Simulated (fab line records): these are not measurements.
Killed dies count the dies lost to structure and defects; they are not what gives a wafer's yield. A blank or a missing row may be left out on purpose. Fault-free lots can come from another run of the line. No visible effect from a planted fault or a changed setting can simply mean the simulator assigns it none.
A struck lot beside a sound one + flow sky130 + 16 out of 708 route steps
Sound: these wafers, L950.3, L950.5, L950.6. The struck wafers were L938.2, L938.4, L938.5. The cause is given at the end.
Order at every step that has rows: each side's tool, ch and its chambers, its first start. Under that, the readings that differ: sound wafers + struck wafers + difference of the means + sigmas: that difference in standard deviations of wafers without a fault.
alike: readings with means less than 2 such deviations apart, plus words and numbers identical on both sides. not compared: withheld readings, readings lacking a value on some wafer, bounds such as >300 that could conceal the same value, and numbers that have no deviation in the record and whose values overlap.
Wherever a step has rows on one side only, a row that says differs or no value, or a row with sigmas, the two part there. When numbers do not overlap yet have no deviation, they are printed without sigmas and do not part them. A reading missing from all wafers of one side parts the sides only when that side holds two or more wafers.

SKY_VT_ADJUST_HVTP_OVL_MEAS_08:
  sound on overlay-02 at day 11 14:17; struck on overlay-02 at day 8 08:35
  alike: VT_ADJUST_HVTP_OVL
then, 1 step without rows for these wafers: SKY_VT_ADJUST_HVTP_IMPLANT_09.
SKY_VT_ADJUST_HVTP_STRIP_10: strips in O2/N2.
  sound on plasma_asher-04 ch 0,1, day 11 14:29; struck on plasma_asher-03 ch 0,1, day 8 08:46
  alike: chamber_pressure_mTorr, drypump_motor_current_A, o2_flow_sccm, oes_product_au, strip_time_to_endpoint_s
  not compared: rf_hours_counter_h
SKY_VT_ADJUST_HVTP_TW_MEAS_11:
  sound on film_metro-01 at day 11 14:35; struck on film_metro-01 at day 8 08:52
  alike: VT_ADJUST_HVTP_TW
then, 7 steps without rows for these wafers: SKY_VT_ADJUST_LVTN_DEHYDRATE_00 (time 60 s); SKY_VT_ADJUST_LVTN_HMDS_01 (prime time 60 s); SKY_VT_ADJUST_LVTN_COAT_02 (resist thk 3000 nm); SKY_VT_ADJUST_LVTN_SOFTBAKE_03; SKY_VT_ADJUST_LVTN_EXPOSE_04 (exposes mask NWM COMPLEMENT LESS NATIVE, target cd 840 nm); SKY_VT_ADJUST_LVTN_PEB_05; SKY_VT_ADJUST_LVTN_DEVELOP_06 (develop time 60 s).
SKY_VT_ADJUST_LVTN_OVL_MEAS_07:
  sound on overlay-02 at day 12 13:47; struck on overlay-01 at day 9 06:10
  alike: VT_ADJUST_LVTN_OVL
SKY_VT_ADJUST_LVTN_IMPLANT_08:
  struck on implanter-03, day 9 06:13; sound on implanter-03 ch 0, day 12 13:51
  no value came back on the struck wafers for beam_energy_keV, beam_on_s (s); on the sound wafers beam_energy_keV reads 29.619 29.625 29.623
SKY_VT_ADJUST_LVTN_STRIP_09: strips in O2/N2.
  sound on plasma_asher-03 ch 0,1, day 12 13:59; struck on plasma_asher-01 ch 0,1, day 9 06:20
  alike: chamber_pressure_mTorr, drypump_motor_current_A, o2_flow_sccm, oes_product_au, strip_time_to_endpoint_s
  not compared: rf_hours_counter_h
SKY_VT_ADJUST_LVTN_TW_MEAS_10:
  sound on film_metro-02 at day 12 14:04; struck on film_metro-02 at day 9 06:27
| reading           | sound             | struck         | difference | sigmas |
|-------------------|-------------------|----------------|------------|--------|
| VT_ADJUST_LVTN_TW | 244.2 243.4 243.0 | 30.2 30.3 30.2 | -213.3     | -89    |
then, 1 step without rows for these wafers: SKY_VT_ADJUST_LVTN_DEHYDRATE_11 (time 60 s).

== WHERE THEY PART ==
First at SKY_VT_ADJUST_LVTN_IMPLANT_08; last, within this record, at SKY_VT_ADJUST_LVTN_TW_MEAS_10.

WHY: what had been put in by the simulator
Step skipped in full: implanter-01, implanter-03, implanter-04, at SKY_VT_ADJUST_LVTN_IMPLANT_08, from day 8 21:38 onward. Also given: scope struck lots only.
